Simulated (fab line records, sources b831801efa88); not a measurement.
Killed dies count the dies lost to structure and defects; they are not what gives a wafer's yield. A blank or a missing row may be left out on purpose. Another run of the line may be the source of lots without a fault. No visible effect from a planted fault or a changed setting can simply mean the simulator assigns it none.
A struck lot beside a sound one | flow gf180mcu | 23 steps out of a route of 602
Sound: the wafers L788.1, L788.4, L788.5. Struck: wafer L798.5 (left out: L798.2, L798.3 of the same lot, which were not struck); the cause appears at the end.
At each step with rows: each side's tool, then ch and its chambers, then its first start. Under that, the readings that differ: sound wafers | struck wafers | difference of the means | sigmas: that difference in standard deviations of wafers without a fault.
alike: words and numbers the same on both sides, and readings whose means are apart by under 2 such deviations; not compared: readings that were withheld, readings missing a value for some wafer, numbers with overlapping values and no deviation given by the record, and bounds like >300 which may hide the same value.
Wherever a step has rows on one side only, a row that says differs or no value, or a row with sigmas, the two part there. When numbers do not overlap yet have no deviation, they are printed without sigmas and do not part them. A reading missing from all wafers of one side parts the sides only when that side holds two or more wafers.

first, 2 steps without rows for these wafers: GF_HV_LDD_PEB_29; GF_HV_LDD_DEVELOP_30 (develop time 60 s).
GF_HV_LDD_CD_MEAS_31: the cd target is 400 nm.
  sound on cd-sem-02, day 12 01:21; struck on cd-sem-02, day 16 13:46
  reading    | sound             | struck | difference | sigmas
  cd-nm (nm) | 397.4 397.0 398.9 | 403.1  | +5.3       | +2
GF_HV_LDD_OVL_MEAS_32:
  sound on overlay-01, day 12 01:28; struck on overlay-02, day 16 13:52
  alike: HV_LDD_02_OVL
then, 4 steps without rows for these wafers: GF_HV_LDD_IMPLANT_33; GF_HV_LDD_IMPLANT_34; GF_HV_LDD_IMPLANT_35; GF_HV_LDD_IMPLANT_36.
GF_HV_LDD_STRIP_37: strips in O2/N2.
  sound on plasma-asher-02 ch 0,1, day 12 02:07; struck on plasma-asher-03 ch 1, day 16 14:29
  alike: chamber-pressure-mTorr, drypump-motor-current-A, heater-power-w, oes-product-au, platen-temp-c, strip-time-to-endpoint-s
  not compared: rf-hours-counter-h
GF_HV_LDD_TW_MEAS_38:
  sound on film-metro-02, day 12 02:13; struck on film-metro-02, day 16 14:36
  alike: HV_LDD_3_TW
then, 2 steps without rows for these wafers: GF_HV_LDD_DEHYDRATE_39 (time 60 s); GF_HV_LDD_HMDS_40 (prime time 60 s).
GF_HV_LDD_COAT_41: resist thk 1000 nm.
  sound on litho-track-04 ch 0, day 12 12:20; struck on litho-track-04 ch 0, day 17 02:34
  reading                                     | sound           | struck | difference | sigmas
  model.NOVOLAK_of_HV_LDD_COAT_41.thk-nm (nm) | 999.8 1000 1003 | 708.6  | -292.3     |
then, 3 steps without rows for these wafers: GF_HV_LDD_SOFTBAKE_42 (time 60 s); GF_HV_LDD_EXPOSE_43 (exposes mask Pplus HV AREA, target cd 400 nm); GF_HV_LDD_PEB_44.
GF_HV_LDD_DEVELOP_45: develop time 60 s.
  sound on litho-track-04 ch 0, day 12 21:50; struck on litho-track-03 ch 0, day 17 14:07
  reading                                     | sound            | struck | difference | sigmas
  model.NOVOLAK_of_HV_LDD_COAT_41.thk-nm (nm) | 999.4 999.9 1003 | 708.2  | -292.6     |
GF_HV_LDD_CD_MEAS_46: the cd target is 400 nm.
  sound on cd-sem-02, day 12 21:59; struck on cd-sem-01, day 17 14:16
  reading    | sound             | struck | difference | sigmas
  cd-nm (nm) | 401.4 400.9 401.2 | 432.2  | +31.0      | +15
GF_HV_LDD_OVL_MEAS_47:
  sound on overlay-01, day 12 22:07; struck on overlay-02, day 17 14:22
  alike: HV_LDD_03_OVL
then, 1 step without rows for these wafers: GF_HV_LDD_IMPLANT_48.
GF_HV_LDD_STRIP_49: strips in O2/N2.
  sound on plasma-asher-03 ch 0,1, day 12 22:17; struck on plasma-asher-04 ch 1, day 17 14:32
  reading                      | sound             | struck | difference | sigmas
  oes-product-au (a.u.)        | 0.718 0.717 0.712 | 0.612  | -0.104     | -25
  strip-time-to-endpoint-s (s) | 12.62 12.64 12.68 | 9.21   | -3.44      | -93
  alike: chamber-pressure-mTorr, drypump-motor-current-A, heater-power-w, platen-temp-c
  not compared: rf-hours-counter-h
GF_HV_LDD_TW_MEAS_50:
  sound on film-metro-03, day 12 22:23; struck on film-metro-03, day 17 14:39
  alike: HV_LDD_4_TW
GF_PASSIVATION_PROBE_99:
  the record holds rows for the sound wafers here (prober-02, day 29 11:14) but none for the struck ones

## WHERE THEY PART
Last at GF_PASSIVATION_PROBE_99 as far as this record goes, first at GF_HV_LDD_CD_MEAS_31.

WHY: what the simulator had put in
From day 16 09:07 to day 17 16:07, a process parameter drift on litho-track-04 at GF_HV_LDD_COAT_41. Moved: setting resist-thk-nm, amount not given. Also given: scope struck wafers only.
